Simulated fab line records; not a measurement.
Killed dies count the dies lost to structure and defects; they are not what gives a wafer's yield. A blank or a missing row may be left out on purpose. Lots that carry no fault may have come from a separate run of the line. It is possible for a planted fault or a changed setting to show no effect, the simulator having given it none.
What tool caused it? | flow gf180mcu | Sampling: 12 lots, 36 wafers, 5 of 602 route steps

== WHAT EACH GAUGE READ, for each wafer ==
GF_CONTACT_CD_MEAS_14: the cd target is 220 nm. Usual: cd nm reads 220.3 nm (standard deviation 1.5).
lot  | measured     | on        | cd nm (nm)                          | flag
L450 | day 16 21:50 | cd sem-02 | 221.8 220.4 221.1                   |
L452 | day 17 16:44 | cd sem-02 | 219.6 219.8 220.8                   |
L454 | day 18 10:11 | cd sem-02 | 220.1 221.1 220.9                   |
L455 | day 19 03:58 | cd sem-02 | 221.1 221.4 220.6                   |
L456 | day 19 10:16 | cd sem-01 | 220.4 220.1 219.5                   |
L457 | day 19 18:58 | cd sem-02 | 219.5 219.1 220.6                   |
L458 | day 19 22:08 | cd sem-01 | 223.3 221.2 221.9                   |
L460 | day 20 14:08 | cd sem-01 | 218.6 219.1 219.0                   |
L462 | day 21 09:44 | cd sem-02 | 223.6 223.0 222.9                   |
L463 | day 21 18:52 | cd sem-02 | 204.1 215.6 211.6 204.1 215.9 211.5 | OFF
L464 | day 22 00:17 | cd sem-01 | 220.1 219.6 220.5                   |
L471 | day 24 09:38 | cd sem-01 | 221.3 221.4 220.0                   |

GF_CONTACT_RS_MEAS_25: the measuring method here is four-point-probe. Usual: for CONTACT_W_RS the level is 0.382 ohm/sq and the standard deviation is 0.0068.
lot  | measured     | on            | CONTACT_W_RS (ohm/sq) | flag
L450 | day 16 22:40 | film metro-03 | 0.391 0.390 0.389     |
L452 | day 17 17:33 | film metro-03 | 0.386 0.383 0.384     |
L454 | day 18 11:00 | film metro-03 | 0.371 0.377 0.390     |
L455 | day 19 04:46 | film metro-01 | 0.374 0.383 0.387     |
L456 | day 19 11:05 | film metro-01 | 0.374 0.371 0.367     |
L457 | day 19 19:47 | film metro-01 | 0.384 0.366 0.386     |
L458 | day 19 22:57 | film metro-01 | 0.387 0.381 0.372     |
L460 | day 20 14:57 | film metro-03 | 0.371 0.389 0.369     |
L462 | day 21 10:33 | film metro-01 | 0.386 0.389 0.386     |
L463 | day 22 02:59 | film metro-03 | 0.375 0.374 0.372     |
L464 | day 22 01:06 | film metro-03 | 0.381 0.387 0.386     |
L471 | day 24 10:27 | film metro-03 | 0.388 0.383 0.383     |

GF_M1_THK_MEAS_06: measures by xrf. Usual: for M1_ALCU_THK the level is 455 nm and the standard deviation is 5.9.
lot  | measured     | on            | M1_ALCU_THK (nm) | flag
L450 | day 16 23:29 | film metro-04 | 463 456 455      |
L452 | day 17 18:22 | film metro-03 | 453 456 452      |
L454 | day 18 11:50 | film metro-03 | 448 448 447      |
L455 | day 19 05:35 | film metro-04 | 463 469 464      |
L456 | day 19 12:14 | film metro-04 | 457 453 458      |
L457 | day 19 20:35 | film metro-04 | 458 459 457      |
L458 | day 19 23:46 | film metro-02 | 454 452 452      |
L460 | day 20 15:46 | film metro-02 | 457 456 458      |
L462 | day 21 11:22 | film metro-04 | 459 457 459      |
L463 | day 22 03:48 | film metro-03 | 448 447 446      |
L464 | day 22 01:56 | film metro-04 | 458 461 458      |
L471 | day 24 11:16 | film metro-04 | 457 459 462      |

== WHICH TOOL RAN EACH LOT (tool, then ch and the chambers of the sampled wafers, then the start) ==
lot  | GF_POLY_GATE_STRIP_14                | GF_CONTACT_EXPOSE_11
L450 | plasma asher-01 ch 0, day 9 20:03    | krf scanner-01 ch 0, day 16 10:37
L452 | plasma asher-01 ch 0, day 10 07:31   | krf scanner-01 ch 0, day 17 05:19
L454 | plasma asher-01 ch 0,1, day 11 02:33 | krf scanner-02 ch 0, day 17 22:44
L455 | plasma asher-03 ch 0, day 11 14:06   | krf scanner-01 ch 0, day 18 15:37
L456 | plasma asher-02 ch 0,1, day 11 18:21 | krf scanner-02 ch 0, day 18 22:19
L457 | plasma asher-01 ch 0,1, day 12 02:00 | krf scanner-02 ch 0, day 19 07:08
L458 | plasma asher-01 ch 0,1, day 12 05:36 | krf scanner-02 ch 0, day 19 10:32
L460 | plasma asher-01 ch 0,1, day 12 17:27 | krf scanner-01 ch 0, day 20 01:55
L462 | plasma asher-02 ch 0,1, day 13 09:46 | krf scanner-02 ch 0, day 20 22:22
L463 | plasma asher-02 ch 0,1, day 13 17:58 | krf scanner-01 ch 0, day 21 06:55
L464 | plasma asher-03 ch 0,1, day 13 22:44 | krf scanner-02 ch 0, day 21 12:39
L471 | plasma asher-01 ch 0,1, day 16 06:12 | krf scanner-02 ch 0, day 23 22:42
- GF_POLY_GATE_STRIP_14: strips in O2/N2.
- GF_CONTACT_EXPOSE_11: exposes mask Contact, target cd 220 nm.

== AS READ BY THE TOOLS THEMSELVES (means over the sampled wafers that have a number; for cases with no such wafer, the mark the record gives instead) ==
GF_POLY_GATE_STRIP_14. Usual: drypump motor current A 5.81 A, standard deviation 0.19; heater power w 338 W, standard deviation 11; o2 flow sccm 2999 sccm, standard deviation 9.1; oes product au 0.505 a.u., standard deviation 0.0054.
lot  | tool            | drypump motor current A (A) | heater power w (W) | o2 flow sccm (sccm) | oes product au (a.u.) | flag
L450 | plasma asher-01 | 6.00                        | 337                | 3006                | 0.502                 |
L452 | plasma asher-01 | 5.97                        | 333                | 2996                | 0.505                 |
L454 | plasma asher-01 | 5.85                        | 337                | 2993                | 0.504                 |
L455 | plasma asher-03 | 5.83                        | 343                | 2992                | 0.504                 |
L456 | plasma asher-02 | 5.91                        | 340                | 2990                | 0.507                 |
L457 | plasma asher-01 | 5.86                        | 334                | 2999                | 0.506                 |
L458 | plasma asher-01 | 5.73                        | 340                | 3008                | 0.504                 |
L460 | plasma asher-01 | 5.87                        | 333                | 3008                | 0.502                 |
L462 | plasma asher-02 | 5.92                        | 339                | 3005                | 0.506                 |
L463 | plasma asher-02 | 5.90                        | 335                | 2994                | 0.504                 |
L464 | plasma asher-03 | 5.66                        | 331                | 2998                | 0.500                 |
L471 | plasma asher-01 | 5.73                        | 340                | 2999                | 0.508                 |

GF_CONTACT_EXPOSE_11. Usual: exposure dose mJ cm2 reads 37.98 (standard deviation 0.04).
lot  | tool           | exposure dose mJ cm2 | flag
L450 | krf scanner-01 | 38.02                |
L452 | krf scanner-01 | 37.97                |
L454 | krf scanner-02 | 37.98                |
L455 | krf scanner-01 | 38.07                |
L456 | krf scanner-02 | 37.97                |
L457 | krf scanner-02 | 38.00                |
L458 | krf scanner-02 | 37.99                |
L460 | krf scanner-01 | 37.97                |
L462 | krf scanner-02 | 37.95                |
L463 | krf scanner-01 | 38.40                | OFF
L464 | krf scanner-02 | 37.97                |
L471 | krf scanner-02 | 37.96                |

== THE ANSWER, worked out from the rows above alone ==
Rule: take the mean of a lot's wafers that have a number; if it is more than 3 standard deviations from the usual mean, the lot is off. A lot without any number at a reading at which 4 lots or more have one is off too. All remaining lots with rows at the step are treated as sound. First the gauges in route order, then the tools' own readings, where a lot's mean is used as printed above. The first step at which some lot is off is used, and at that step the reading that is off furthest; a lot without a number counts as furthest.
Off: L463 (GF_CONTACT_CD_MEAS_14, cd nm).
If a tool, at a process step before that reading, ran all the lots that are off and no sound lot after the first of them, it fits. The gauges at GF_CONTACT_CD_MEAS_14 aren't tried: what is off there is off at GF_CONTACT_EXPOSE_11 too, on other tools, and a gauge's error can't cause that. Can't be told from this: 2 tools fit, plasma asher-02 at GF_POLY_GATE_STRIP_14, krf scanner-01 at GF_CONTACT_EXPOSE_11.

== WHAT THE SIMULATOR PUT IN ==
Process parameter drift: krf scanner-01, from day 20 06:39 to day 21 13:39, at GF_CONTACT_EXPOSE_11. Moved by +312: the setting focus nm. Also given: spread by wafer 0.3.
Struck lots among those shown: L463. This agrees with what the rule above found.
